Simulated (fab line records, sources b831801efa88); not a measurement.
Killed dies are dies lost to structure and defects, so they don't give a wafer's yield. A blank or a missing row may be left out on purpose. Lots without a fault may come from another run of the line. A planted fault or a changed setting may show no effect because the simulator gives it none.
Which tool did it? | flow gf180mcu | 11 lots, 33 wafers sampled, at 3 steps of a route of 602

WHAT THE GAUGES READ, wafer by wafer
GF_V4_THK_MEAS_03.
lot  | measured     | on            | V4_CVD_02_THK (nm)
L273 | day 23 20:35 | film_metro-03 | 852 852 853
L274 | day 24 02:20 | film_metro-03 | 844 848 856
L276 | day 24 21:57 | film_metro-03 | 827 831 855
L277 | day 25 07:43 | film_metro-04 | 848 853 872
L282 | day 27 04:19 | film_metro-03 | 794 858 832
L289 | day 29 00:43 | film_metro-01 | 834 849 854
L290 | day 29 07:39 | film_metro-01 | 861 871 858
L291 | day 29 13:12 | film_metro-04 | 845 856 868
L293 | day 30 06:37 | film_metro-01 | 819 836 839
L294 | day 30 09:24 | film_metro-03 | 848 851 868
L295 | day 30 18:16 | film_metro-03 | 835 836 851

WHICH TOOL RAN EACH LOT (tool, then ch and the chambers of the sampled wafers, then the start)
lot  | GF_V3_SPUTTER_21             | GF_V4_CVD_02
L273 | pvd_sputter-04, day 22 20:14 | pecvd-03 ch 0,2, day 23 20:31
L274 | pvd_sputter-01, day 23 01:45 | pecvd-04 ch 0,1,2, day 24 02:15
L276 | pvd_sputter-04, day 23 21:43 | pecvd-04 ch 0,2, day 24 21:52
L277 | pvd_sputter-04, day 24 07:56 | pecvd-03 ch 0,1, day 25 07:38
L282 | pvd_sputter-04, day 26 05:59 | pecvd-03 ch 0,1,2, day 27 04:14
L289 | pvd_sputter-01, day 28 03:10 | pecvd-01 ch 1,2, day 29 00:37
L290 | pvd_sputter-02, day 28 10:11 | pecvd-01 ch 0,1,2, day 29 07:35
L291 | pvd_sputter-04, day 28 16:15 | pecvd-01 ch 1,2, day 29 13:08
L293 | pvd_sputter-01, day 29 05:45 | pecvd-04 ch 0,1,2, day 30 06:32
L294 | pvd_sputter-04, day 29 12:10 | pecvd-01 ch 0,2, day 30 09:19
L295 | pvd_sputter-01, day 29 21:46 | pecvd-04 ch 0,1, day 30 18:11
- GF_V3_SPUTTER_21: material Ti, target thk 15 nm, time 80.02 s.
- GF_V4_CVD_02: deposits SiO2 from TEOS, target thk 850 nm, time 94.851 s.

WHAT THE TOOLS THEMSELVES READ (means of the sampled wafers that have a number; where no wafer has one, the mark that the record gives instead)
GF_V3_SPUTTER_21.
lot  | tool           | throttle_valve_pct (%)
L273 | pvd_sputter-04 | 30.7
L274 | pvd_sputter-01 | 30.9
L276 | pvd_sputter-04 | 30.4
L277 | pvd_sputter-04 | 31.0
L282 | pvd_sputter-04 | 30.1
L289 | pvd_sputter-01 | 30.9
L290 | pvd_sputter-02 | 30.1
L291 | pvd_sputter-04 | 30.2
L293 | pvd_sputter-01 | 30.8
L294 | pvd_sputter-04 | 29.7
L295 | pvd_sputter-01 | 30.1

GF_V4_CVD_02.
lot  | tool     | heater_power_outer_w (W) | heater_power_w (W)
L273 | pecvd-03 | 422                      | 721
L274 | pecvd-04 | 374                      | 644
L276 | pecvd-04 | 376                      | 604
L277 | pecvd-03 | 291                      | 496
L282 | pecvd-03 | 295                      | 538
L289 | pecvd-01 | 332                      | 582
L290 | pecvd-01 | 337                      | 603
L291 | pecvd-01 | 355                      | 622
L293 | pecvd-04 | 376                      | 639
L294 | pecvd-01 | 333                      | 589
L295 | pecvd-04 | 407                      | 693

THE ANSWER, worked out from the rows above alone
Rule: what is usual is taken from the lots themselves. Put in order of their means at a reading, lots are off if they are a third of the lots or fewer, leave a main group of 4 or more, and stand apart from it by a gap of 3 or more times the standard deviation of the main group's means; of several such gaps the widest counts. A main group whose means are all the same, to the digits that the tables above print for the reading, isn't used. A lot without any number at a reading at which 4 lots or more have one is off too. The other lots that the step has rows for count as sound. The gauges are gone through in route order, then the tools' own readings, and for those a lot's mean is taken as printed above. The first step at which some lot is off is used, and at that step the reading that is off furthest; a lot without a number counts as furthest.
No lot is off at any reading shown: from this, nothing can be told.

WHAT THE SIMULATOR HAD PUT IN
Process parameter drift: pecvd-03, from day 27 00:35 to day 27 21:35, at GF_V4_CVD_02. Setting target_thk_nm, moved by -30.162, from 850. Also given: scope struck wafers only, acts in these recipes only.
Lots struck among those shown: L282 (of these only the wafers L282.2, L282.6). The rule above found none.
